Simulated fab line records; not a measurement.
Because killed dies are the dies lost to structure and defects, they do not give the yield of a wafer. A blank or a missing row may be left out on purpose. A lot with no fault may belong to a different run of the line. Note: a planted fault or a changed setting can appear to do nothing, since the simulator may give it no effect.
fab line records	flow sky130
[record] lots = 15	wafers = 45	lastDay = 50
route steps=708 shown POLY_CUT@315 SD_P@325 SD_N@356
lots that met no fault: from a run of the same line without faults
startH: the number of hours between the record's first day and the start of the first shown wafer of the lot	waitH: hours elapsed since this lot's preceding step	" unchanged from the row above	L1.1+2: several wafers, shown together as one row	- no value present, or no start provided	* or withheld: withheld	< > ~ a bound
route shown NAME@n: names a module that has steps shown in the file, with the first one's number in the route	usual: average and standard deviation across the fault-free wafers	same: alike in all rows	chamber/n: place in a boat	sites: each site's reading	_std_site: the standard deviation of these	_edge_site: inner sites' mean taken away from outer sites' mean	radiusMm: for every site, how far away it sits from the centre of the wafer	mask NAME#n: copy n	behind: the most recent tool/chamber to have shaped the wafer	hold: what put the lot on hold/how long, in hours/how the hold closed	device: names the non-switching transistor (n, p or np)	end of line: the route-end tests of the same wafers	a step without rows: its recipe alone	killed: the dies lost at the first sort to structure and to defects; this is not the yield of the wafer	map: the dies of a wafer, with x for killed, . for not killed, _ for no die there
set.NAME: the run value of the setting; set.NAME@STEP: its run value at that earlier step	model.NAME: the simulator's own value behind a step, which no gauge read
route steps across a sampled set of lots; one table per step, one row per wafer
[[steps]]
[step SKY_POLY_CUT_CD_MEAS_08]
[recipe] targetCdNm = 270
[usual] cdNm = 270.2/1.3
lot.wafer	tool	chamber	startH	waitH	cdNm
L476.2	cdSem-01	-	565.05	-	270.7
L476.3	"	-	"	"	273.6
L476.6	"	-	"	"	272.8
L478.2	cdSem-01	-	584.40	-	269.0
L478.3	"	-	"	"	271.2
L478.6	"	-	"	"	271.5
L479.1	cdSem-01	-	597.87	-	272.3
L479.3	"	-	"	"	272.6
L479.4	"	-	"	"	272.6
L481.3	cdSem-01	-	602.56	-	270.2
L481.4	"	-	"	"	269.1
L481.6	"	-	"	"	270.1
L480.3	cdSem-02	-	606.22	-	268.8
L480.4	"	-	"	"	270.0
L480.6	"	-	"	"	268.6
L483.1	cdSem-02	-	630.37	-	270.3
L483.3	"	-	"	"	270.7
L483.4	"	-	"	"	268.4
L484.2	cdSem-01	-	642.55	-	270.8
L484.4	"	-	"	"	269.0
L484.5	"	-	"	"	268.8
L485.4	cdSem-02	-	649.28	-	272.5
L485.5	"	-	"	"	272.1
L485.6	"	-	"	"	272.4
L486.1	cdSem-02	-	658.02	-	270.2
L486.3	"	-	"	"	269.5
L486.4	"	-	"	"	270.9
L488.2	cdSem-02	-	691.34	-	269.7
L488.4	"	-	"	"	268.1
L488.5	"	-	"	"	268.5
L493.4	cdSem-02	-	700.73	-	269.0
L493.5	"	-	"	"	271.1
L493.6	"	-	"	"	268.2
L495.2	cdSem-02	-	721.90	-	269.7
L495.3	"	-	"	"	270.0
L495.5	"	-	"	"	269.9
L496.4	cdSem-02	-	724.83	-	267.4
L496.5	"	-	"	"	269.2
L496.6	"	-	"	"	269.0
L497.2	cdSem-01	-	736.94	-	268.3
L497.4	"	-	"	"	268.0
L497.6	"	-	"	"	268.6
L498.2	cdSem-02	-	743.59	-	271.1
L498.4	"	-	"	"	269.6
L498.5	"	-	"	"	271.8
[step SKY_SD_P_PEB_05]
[recipe] tempC = withheld	timeS = *	resist = NOVOLAK
[usual] chillPlateTempC = *	exhaustPa = 44.9/0.89
lot.wafer	tool	chamber	startH	waitH	chillPlateTempC	exhaustPa
L476.2	lithoTrack-03	0	594.35	-	*	43.9
L476.3	"	0	"	"	*	45.6
L476.6	"	0	"	"	*	44.6
L478.2	lithoTrack-03	0	612.55	-	*	45.0
L478.3	"	0	"	"	*	44.9
L478.6	"	0	"	"	*	45.1
L479.1	lithoTrack-01	0	625.77	-	*	46.7
L479.3	"	0	"	"	*	46.0
L479.4	"	0	"	"	*	45.6
L481.3	lithoTrack-01	0	631.57	-	*	44.5
L481.4	"	0	"	"	*	42.8
L481.6	"	0	"	"	*	44.0
L480.3	lithoTrack-01	0	634.92	-	*	44.2
L480.4	"	0	"	"	*	45.0
L480.6	"	0	"	"	*	45.0
L483.1	lithoTrack-03	0	658.67	-	*	43.5
L483.3	"	0	"	"	*	43.7
L483.4	"	0	"	"	*	44.2
L484.2	lithoTrack-03	-	670.10	-	-	-
L484.4	"	-	"	"	-	-
L484.5	"	-	"	"	-	-
L485.4	lithoTrack-02	-	677.60	-	-	-
L485.5	"	-	"	"	-	-
L485.6	"	-	"	"	-	-
L486.1	lithoTrack-03	-	686.32	-	-	-
L486.3	"	-	"	"	-	-
L486.4	"	-	"	"	-	-
L488.2	lithoTrack-01	0	718.44	-	*	46.8
L488.4	"	0	"	"	*	45.9
L488.5	"	0	"	"	*	47.4
L493.4	lithoTrack-01	0	728.24	-	*	46.3
L493.5	"	0	"	"	*	46.2
L493.6	"	0	"	"	*	46.2
L495.2	lithoTrack-02	0	749.30	-	*	45.8
L495.3	"	0	"	"	*	45.1
L495.5	"	0	"	"	*	45.8
L496.4	lithoTrack-02	0	751.95	-	*	45.8
L496.5	"	0	"	"	*	47.3
L496.6	"	0	"	"	*	47.4
L497.2	lithoTrack-03	0	763.60	-	*	44.2
L497.4	"	0	"	"	*	44.8
L497.6	"	0	"	"	*	44.4
L498.2	lithoTrack-03	0	770.10	-	*	45.7
L498.4	"	0	"	"	*	44.5
L498.5	"	0	"	"	*	44.7
[step SKY_SD_N_RTA_14]
[recipe] tempC = 1075	timeS = 2	idleTempC = 650	rampUpCPerS = 150	rampDownCPerS = 90	ambient = N2
[usual] chamberO2Ppm = 2.002/0.018	lampPowerPct = 15.73/0.054	rampDownCPerS = 90.001/0.015	wafer_temp_C_max = 1078.1/1.3
lot.wafer	tool	chamber	startH	waitH	chamberO2Ppm	lampPowerPct	rampDownCPerS	wafer_temp_C_max
L476.2	rtpAnneal-02	0	652.40	0.0	1.993	15.83	89.988	1079.0
L476.3	"	0	"	"	2.026	15.73	89.973	1077.4
L476.6	"	0	"	"	2.008	15.76	90.016	1078.6
L478.2	rtpAnneal-02	0	669.85	0.0	2.023	15.71	90.013	1079.3
L478.3	"	0	"	"	1.999	15.68	90.016	1077.3
L478.6	"	0	"	"	2.015	15.79	90.010	1075.9
L479.1	rtpAnneal-01	0	684.39	0.0	1.993	15.72	89.991	1078.6
L479.3	"	0	"	"	1.989	15.67	89.993	1078.6
L479.4	"	0	"	"	1.977	15.76	90.009	1082.5
L481.3	rtpAnneal-02	0	689.76	0.0	2.015	15.67	90.017	1077.9
L481.4	"	0	"	"	1.998	15.75	90.003	1078.6
L481.6	"	0	"	"	2.022	15.81	90.002	1077.0
L480.3	rtpAnneal-01	0	692.61	0.0	2.039	15.74	90.010	1077.9
L480.4	"	0	"	"	2.024	15.78	89.996	1076.8
L480.6	"	0	"	"	1.977	15.78	89.982	1077.1
L483.1	rtpAnneal-01	0	715.79	0.0	1.982	15.75	89.977	1079.3
L483.3	"	0	"	"	2.009	15.69	90.019	1079.9
L483.4	"	0	"	"	1.985	15.76	89.983	1077.2
L484.2	rtpAnneal-02	0	727.46	0.0	1.985	15.64	89.995	1077.7
L484.4	"	0	"	"	1.983	15.82	90.017	1077.8
L484.5	"	0	"	"	2.002	15.70	89.999	1078.9
L485.4	rtpAnneal-01	0	734.23	0.0	2.000	15.67	90.013	1077.2
L485.5	"	0	"	"	2.007	15.68	90.029	1075.9
L485.6	"	0	"	"	1.997	15.76	90.022	1077.1
L486.1	rtpAnneal-02	0	744.14	0.0	1.982	15.81	89.985	1077.9
L486.3	"	0	"	"	1.973	15.73	89.980	1080.3
L486.4	"	0	"	"	1.989	15.63	90.000	1079.5
L488.2	rtpAnneal-01	0	775.45	0.0	2.011	15.77	90.008	1078.7
L488.4	"	0	"	"	1.985	15.68	90.030	1078.9
L488.5	"	0	"	"	1.976	15.67	90.004	1079.3
L493.4	rtpAnneal-01	0	783.27	0.0	2.009	15.80	90.002	1077.0
L493.5	"	0	"	"	2.009	15.83	90.003	1076.4
L493.6	"	0	"	"	1.970	15.78	89.969	1078.2
L495.2	rtpAnneal-01	0	804.40	0.0	1.980	15.77	89.997	1079.7
L495.3	"	0	"	"	2.007	15.69	90.011	1080.8
L495.5	"	0	"	"	1.990	15.73	89.987	1079.1
L496.4	rtpAnneal-02	0	807.21	0.0	2.025	15.77	90.010	1078.4
L496.5	"	0	"	"	2.020	15.78	90.015	1077.1
L496.6	"	0	"	"	2.007	15.73	90.007	1077.2
L497.2	rtpAnneal-01	0	817.55	0.0	1.995	15.65	89.968	1076.8
L497.4	"	0	"	"	1.998	15.64	90.009	1076.6
L497.6	"	0	"	"	2.001	15.72	90.011	1077.6
L498.2	rtpAnneal-02	0	824.05	0.0	2.023	15.75	90.009	1077.6
L498.4	"	0	"	"	2.013	15.67	90.008	1078.3
L498.5	"	0	"	"	2.018	15.74	90.005	1077.6
[step SKY_SD_N_RS_MEAS_16]
[recipe] thkMeasGauge = four-point-probe
[usual] SD_N_RS = 68.47/0.14
lot.wafer	tool	chamber	startH	waitH	SD_N_RS[ohm/sq]
L476.2	filmMetro-03	-	652.59	0.1	68.38
L476.3	"	-	"	"	68.21
L476.6	"	-	"	"	68.27
L478.2	filmMetro-03	-	670.03	0.1	68.33
L478.3	"	-	"	"	68.39
L478.6	"	-	"	"	68.37
L479.1	filmMetro-02	-	684.56	0.1	68.60
L479.3	"	-	"	"	68.65
L479.4	"	-	"	"	68.57
L481.3	filmMetro-02	-	689.96	0.1	68.58
L481.4	"	-	"	"	68.55
L481.6	"	-	"	"	68.59
L480.3	filmMetro-03	-	692.80	0.1	68.39
L480.4	"	-	"	"	68.35
L480.6	"	-	"	"	68.42
L483.1	filmMetro-04	-	716.01	0.1	68.31
L483.3	"	-	"	"	68.26
L483.4	"	-	"	"	68.46
L484.2	filmMetro-03	-	727.64	0.1	68.41
L484.4	"	-	"	"	68.44
L484.5	"	-	"	"	68.38
L485.4	filmMetro-04	-	734.44	0.1	68.53
L485.5	"	-	"	"	68.37
L485.6	"	-	"	"	68.43
L486.1	filmMetro-03	-	744.36	0.1	68.37
L486.3	"	-	"	"	68.38
L486.4	"	-	"	"	68.34
L488.2	filmMetro-03	-	775.63	0.1	68.51
L488.4	"	-	"	"	68.47
L488.5	"	-	"	"	68.44
L493.4	filmMetro-02	-	783.47	0.1	68.82
L493.5	"	-	"	"	68.75
L493.6	"	-	"	"	68.70
L495.2	filmMetro-03	-	804.59	0.1	68.72
L495.3	"	-	"	"	68.53
L495.5	"	-	"	"	68.38
L496.4	filmMetro-04	-	807.42	0.1	68.45
L496.5	"	-	"	"	68.47
L496.6	"	-	"	"	68.52
L497.2	filmMetro-04	-	817.74	0.1	68.40
L497.4	"	-	"	"	68.44
L497.6	"	-	"	"	68.37
L498.2	filmMetro-03	-	824.24	0.1	68.46
L498.4	"	-	"	"	68.52
L498.5	"	-	"	"	68.26
[[key]]
[firstSign] step = SKY_SD_P_PEB_05	reading = toolRecord	direction = missing
effect none on later readings
metAt SKY_SD_P_PEB_05
struckLots L484,L485,L486
sortLeftOut L484.2,L484.4,L484.5,L485.4,L485.5,L485.6,L486.1,L486.3,L486.4
testerLeftOut L484,L485,L486
notActingAt SKY_POLY_CUT_CD_MEAS_08,SKY_SD_N_RTA_14,SKY_SD_N_RS_MEAS_16
onsetBetween 658.67 670.10
[fault] kind = skippedStepWhole	tool = lithoTrack-02,lithoTrack-03	chamber = -	onsetH = 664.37	steps = SKY_SD_P_PEB_05	scope = struckLotsOnly
// testerLeftOut: of these lots the tester's yield and bins aren't shown, on N5 and GAA mostly nor the transistor test; their killed dies are dies lost to structure and defects alone, not to doping, threshold or leakage, so they don't give the yield
// sortLeftOut: the simulated sort isn't trusted on such a fault, so these wafers' sort isn't shown, and their yield isn't known
